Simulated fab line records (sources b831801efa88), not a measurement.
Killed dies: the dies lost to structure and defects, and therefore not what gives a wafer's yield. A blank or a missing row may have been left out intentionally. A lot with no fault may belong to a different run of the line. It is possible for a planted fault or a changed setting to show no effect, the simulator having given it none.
A lot that was struck, set against a sound lot + flow sky130 + 15 out of 708 route steps
Sound: wafers L975.4, L975.5, L975.6. Wafers L985.2, L985.5, L985.6 were the ones struck. The cause comes at the end.
Per side, at each step with rows, come the tool, then ch with its chambers, and then its first start. Under that, the readings that differ: sound wafers + struck wafers + difference of the means + sigmas: that difference in standard deviations of wafers without a fault.
alike: words and numbers the same on both sides, and readings whose means are apart by under 2 such deviations; not compared: readings that were withheld, readings missing a value for some wafer, numbers with overlapping values and no deviation given by the record, and bounds like >300 which may hide the same value.
The two part at a step that has a row with sigmas, a row that says differs or no value, or rows on one side only. Numbers that don't overlap but have no deviation are shown without sigmas and don't part them. A reading missing from all wafers of one side parts the sides only when that side holds two or more wafers.

first, 5 steps without rows for these wafers: SKY_SD_N_COAT_02 (resist thk 1140 nm); SKY_SD_N_SOFTBAKE_03 (time 60 s); SKY_SD_N_EXPOSE_04 (exposes mask NSDM, target cd 380 nm); SKY_SD_N_PEB_05; SKY_SD_N_DEVELOP_06 (develop time 60 s).
SKY_SD_N_CD_MEAS_07: target cd 380 nm.
  sound on cdSem-02, day 29 08:10; struck on cdSem-02, day 31 15:16
  alike: cdNm
SKY_SD_N_OVL_MEAS_08:
  sound on overlay-01, day 29 08:14; struck on overlay-01, day 31 15:23
  alike: SD_N_OVL
then, 2 steps without rows for these wafers: SKY_SD_N_IMPLANT_09; SKY_SD_N_IMPLANT_10.
SKY_SD_N_STRIP_11: strips in O2/N2.
  sound on plasmaAsher-04 ch 0,1, day 29 08:35; struck on plasmaAsher-04 ch 0,1, day 31 15:43
  alike: drypumpMotorCurrentA, oesProductAu, stripTimeToEndpointS
  not compared: rfHoursCounterH
SKY_SD_N_TW_MEAS_12:
  sound on filmMetro-01, day 29 08:41; struck on filmMetro-01, day 31 15:49
  alike: SD_N_TW
then, 1 step without rows for these wafers: SKY_SD_N_CLEAN_13 (cleans in SC1/SC2, time 150 s).
SKY_SD_N_RTA_14: time 2 s.
  sound on rtpAnneal-02 ch 0, day 29 08:48; struck on rtpAnneal-02 ch 0, day 31 15:56
| reading          | sound             | struck            | difference | sigmas |
|------------------|-------------------|-------------------|------------|--------|
| lampPowerPct (%) | 15.73 15.75 15.84 | 15.66 15.66 15.63 | -0.12      | -2     |
  alike: wafer_temp_C_max
SKY_SD_N_RS_MEAS_16: the measuring method here is four-point-probe.
  sound on filmMetro-01, day 29 09:01; struck on filmMetro-04, day 31 16:28
| reading          | sound             | struck            | difference | sigmas      |
|------------------|-------------------|-------------------|------------|-------------|
| SD_N_RS (ohm/sq) | 68.68 68.75 68.74 | 51.37 51.39 51.48 | -17.31     | -99 or more |
  not compared: hold
SKY_PAD_OPEN_PROBE_99:
  the record has rows for the sound wafers here (prober-02, day 46 15:43) and none for the struck ones

== WHERE THEY PART ==
Earliest at SKY_SD_N_RTA_14; latest, in this record, at SKY_PAD_OPEN_PROBE_99.

WHY: what had been put in by the simulator
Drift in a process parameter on rtpAnneal-02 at SKY_SD_N_RTA_14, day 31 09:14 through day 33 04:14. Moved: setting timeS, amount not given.
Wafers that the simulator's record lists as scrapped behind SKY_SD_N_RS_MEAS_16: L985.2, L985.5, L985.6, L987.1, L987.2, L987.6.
